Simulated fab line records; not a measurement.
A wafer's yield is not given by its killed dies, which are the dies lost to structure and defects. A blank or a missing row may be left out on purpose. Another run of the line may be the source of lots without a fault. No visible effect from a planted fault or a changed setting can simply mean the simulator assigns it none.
Matching of chambers :: flow sky130 :: 4 sister chambers for SKY_VIA2_ETCH_15 on rie-diel-04
The step etches SiO2 in C4F8/O2/Ar, stops on TiN, target depth 546 nm, time 84 s. 18 wafers are shown with their chamber, then 9 later ones without.

## WAFERS WITH THEIR CHAMBER
wafer: L076.2
chamber: 2
oes-product-au (a.u.): 0.939

wafer: L076.4
chamber: 1
oes-product-au (a.u.): 0.933

wafer: L076.6
chamber: 2
oes-product-au (a.u.): 0.937

wafer: L078.2
chamber: 3
oes-product-au (a.u.): 0.947

wafer: L078.3
chamber: 1
oes-product-au (a.u.): 0.946

wafer: L078.6
chamber: 2
oes-product-au (a.u.): 0.935

wafer: L079.1
chamber: 3
oes-product-au (a.u.): 0.934

wafer: L079.2
chamber: 2
oes-product-au (a.u.): 0.941

wafer: L079.6
chamber: 1
oes-product-au (a.u.): 0.952

wafer: L080.1
chamber: 1
oes-product-au (a.u.): 0.939

wafer: L080.5
chamber: 1
oes-product-au (a.u.): 0.942

wafer: L080.6
chamber: 2
oes-product-au (a.u.): 0.938

wafer: L082.4
chamber: 2
oes-product-au (a.u.): 0.934

wafer: L082.5
chamber: 1
oes-product-au (a.u.): 0.937

wafer: L082.6
chamber: 0
oes-product-au (a.u.): 0.946

wafer: L081.1
chamber: 2
oes-product-au (a.u.): 0.933

wafer: L081.5
chamber: 2
oes-product-au (a.u.): 0.936

wafer: L081.6
chamber: 1
oes-product-au (a.u.): 0.929

SIGNATURES, as means of the wafers listed above
reading: oes-product-au
chamber 0: 0.94600
chamber 1: 0.93971
chamber 2: 0.93663
chamber 3: 0.94050
scatter within a chamber: 0.00596
Rule: distance of a wafer from a chamber = root of the sum over the readings of ((wafer's reading minus chamber's mean) / reading's scatter) squared. The wafer belongs to the nearest chamber; if the next one is less than 2 further off, it can't be placed. How the scatter is found: for the shown wafers, subtract from each reading the mean of its chamber, square and add these, divide the total by (wafers less chambers), then take the root.

## WAFERS MISSING THEIR CHAMBER
wafer: L087.2
oes-product-au (a.u.): 0.931

wafer: L087.4
oes-product-au (a.u.): 0.939

wafer: L087.6
oes-product-au (a.u.): 0.928

wafer: L089.1
oes-product-au (a.u.): 0.942

wafer: L089.3
oes-product-au (a.u.): 0.934

wafer: L089.5
oes-product-au (a.u.): 0.939

wafer: L093.2
oes-product-au (a.u.): 0.934

wafer: L093.3
oes-product-au (a.u.): 0.941

wafer: L093.4
oes-product-au (a.u.): 0.943

## CHAMBER TAKEN BY EACH
wafer: L087.2
from the rows above: can't be placed: 2 or 1 or 3 or 0
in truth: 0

wafer: L087.4
from the rows above: can't be placed: 1 or 3 or 2 or 0
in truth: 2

wafer: L087.6
from the rows above: can't be placed: 2 or 1 or 3 or 0
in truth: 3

wafer: L089.1
from the rows above: can't be placed: 3 or 1 or 0 or 2
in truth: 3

wafer: L089.3
from the rows above: can't be placed: 2 or 1 or 3 or 0
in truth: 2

wafer: L089.5
from the rows above: can't be placed: 1 or 3 or 2 or 0
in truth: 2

wafer: L093.2
from the rows above: can't be placed: 2 or 1 or 3 or 0
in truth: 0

wafer: L093.3
from the rows above: can't be placed: 3 or 1 or 2 or 0
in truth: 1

wafer: L093.4
from the rows above: can't be placed: 3 or 0 or 1 or 2
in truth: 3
Correct placement for 0 of the 9. Unplaceable from these rows: 9, with the true chamber sitting among the candidates in 9. 0 placed wrongly.
